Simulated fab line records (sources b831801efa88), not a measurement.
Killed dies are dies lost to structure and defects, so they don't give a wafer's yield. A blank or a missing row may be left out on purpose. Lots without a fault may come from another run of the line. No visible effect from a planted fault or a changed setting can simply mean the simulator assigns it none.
Matching of chambers    flow gf180mcu    4 sister chambers for GF_HV_LDD_ETCHBACK_58 on rie diel-01
The step etches Si3N4 in CH3F/O2, stops on SiO2, time 100 s, target depth 90 nm. 4 wafers are shown with their chamber, then 8 later ones without.

== WAFERS PAIRED WITH THEIR CHAMBERS ==
wafer   chamber  drypump motor current A (A)
L936.2  2        5.3
L939.5  0        5.1
L939.6  1        5.4
L942.1  3        4.9

== WAFERS WITHOUT THEIR CHAMBER ==
wafer   drypump motor current A (A)
L942.4  5.3
L942.6  5.2
L943.2  5.4
L943.3  4.9
L943.5  5.3
L944.1  5.3
L944.3  5.2
L944.6  5.4

== CHAMBER TAKEN BY EACH ==
wafer   from the rows above      in truth
L942.4  2                        2
L942.6  can't be placed: 2 or 0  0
L943.2  1                        1
L943.3  3                        3
L943.5  2                        2
L944.1  2                        2
L944.3  can't be placed: 2 or 0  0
L944.6  1                        1
6 of 8 placed correctly. Unplaceable from these rows: 2, with the true chamber sitting among the candidates in 2. 0 placed wrongly.
How it was worked out, from the rows above alone: a wafer's distance from a chamber is the root of the sum, over the readings, of the square of ((its reading less the chamber's mean) divided by the reading's scatter). The wafer belongs to the nearest chamber; if the next one is less than 2 further off, it can't be placed. For every chamber, the mean is computed from those of its wafers that are shown. The scatter (one wafer shown for each chamber): square how far every hidden wafer sits from the nearest shown wafer, average those squares and take the square root.
